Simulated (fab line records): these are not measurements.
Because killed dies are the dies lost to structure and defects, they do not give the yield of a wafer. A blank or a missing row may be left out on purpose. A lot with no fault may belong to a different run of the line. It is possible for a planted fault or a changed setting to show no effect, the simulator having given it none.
Chamber matching + flow sky130 + SKY_VIA1_CMP_02 on cmp-02 has 4 sister chambers
The step polishes SiO2. 20 wafers are shown with their chamber, then 10 later ones without.

## WAFERS PAIRED WITH THEIR CHAMBERS
| wafer  | chamber | motorCurrentA (A) | headPressurePsi (psi) |
|--------|---------|-------------------|-----------------------|
| L081.1 | 3       | 14.5              | 4.015                 |
| L081.3 | 1       | 11.3              | 3.996                 |
| L081.5 | 3       | 14.6              | 4.009                 |
| L082.1 | 3       | 14.4              | 4.010                 |
| L082.4 | 2       | 12.8              | 3.994                 |
| L082.5 | 0       | 12.5              | 3.998                 |
| L083.1 | 1       | 11.5              | 4.005                 |
| L083.2 | 3       | 13.7              | 3.993                 |
| L083.4 | 2       | 12.5              | 4.003                 |
| L085.1 | 0       | 12.6              | 4.002                 |
| L085.2 | 3       | 13.2              | 4.002                 |
| L085.3 | 1       | 11.0              | 3.984                 |
| L087.4 | 1       | 11.1              | 3.995                 |
| L087.5 | 1       | 11.9              | 3.993                 |
| L087.6 | 0       | 12.2              | 4.005                 |
| L086.2 | 3       | 14.2              | 4.000                 |
| L086.4 | 0       | 13.1              | 4.011                 |
| L086.6 | 0       | 13.0              | 4.007                 |
| L090.1 | 1       | 11.4              | 4.003                 |
| L090.4 | 0       | 12.9              | 4.005                 |

SIGNATURES (averages over the wafers above)
| reading         | chamber 0 | chamber 1 | chamber 2 | chamber 3 | scatter within a chamber |
|-----------------|-----------|-----------|-----------|-----------|--------------------------|
| motorCurrentA   | 12.717    | 11.367    | 12.650    | 14.100    | 0.405                    |
| headPressurePsi | 4.00467   | 3.99600   | 3.99850   | 4.00483   | 0.0068                   |
Rule: for a wafer and a chamber, the distance is found by dividing, reading by reading, the gap between the wafer's reading and the chamber's mean by the reading's scatter, squaring, summing and taking the root. The wafer belongs to the nearest chamber; if the next one is less than 2 further off, it can't be placed. How the scatter is found: for the shown wafers, subtract from each reading the mean of its chamber, square and add these, divide the total by (wafers less chambers), then take the root.

## WAFERS WITH NO CHAMBER GIVEN
| wafer  | motorCurrentA (A) | headPressurePsi (psi) |
|--------|-------------------|-----------------------|
| L090.6 | 13.7              | 4.012                 |
| L094.1 | 14.7              | 4.005                 |
| L094.2 | 12.4              | 3.998                 |
| L094.3 | 11.9              | 4.007                 |
| L095.2 | 12.2              | 4.006                 |
| L095.3 | 13.0              | 3.997                 |
| L095.4 | 14.2              | 4.002                 |
| L096.1 | 11.5              | 3.990                 |
| L096.5 | 13.4              | 3.984                 |
| L096.6 | 11.5              | 3.992                 |

## THE CHAMBER EACH PASSED THROUGH
| wafer  | from the rows above          | in truth |
|--------|------------------------------|----------|
| L090.6 | can't be placed: 3 or 0 or 2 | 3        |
| L094.1 | 3                            | 3        |
| L094.2 | can't be placed: 2 or 0 or 1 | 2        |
| L094.3 | can't be placed: 0 or 1 or 2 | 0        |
| L095.2 | can't be placed: 0 or 2 or 1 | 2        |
| L095.3 | can't be placed: 2 or 0      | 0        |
| L095.4 | 3                            | 3        |
| L096.1 | 1                            | 1        |
| L096.5 | can't be placed: 2 or 0 or 3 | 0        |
| L096.6 | 1                            | 1        |
Placed correctly: 4 of 10. Can't be placed from these rows: 6 (the true chamber is among the candidates in 6). Wrongly placed: 0.
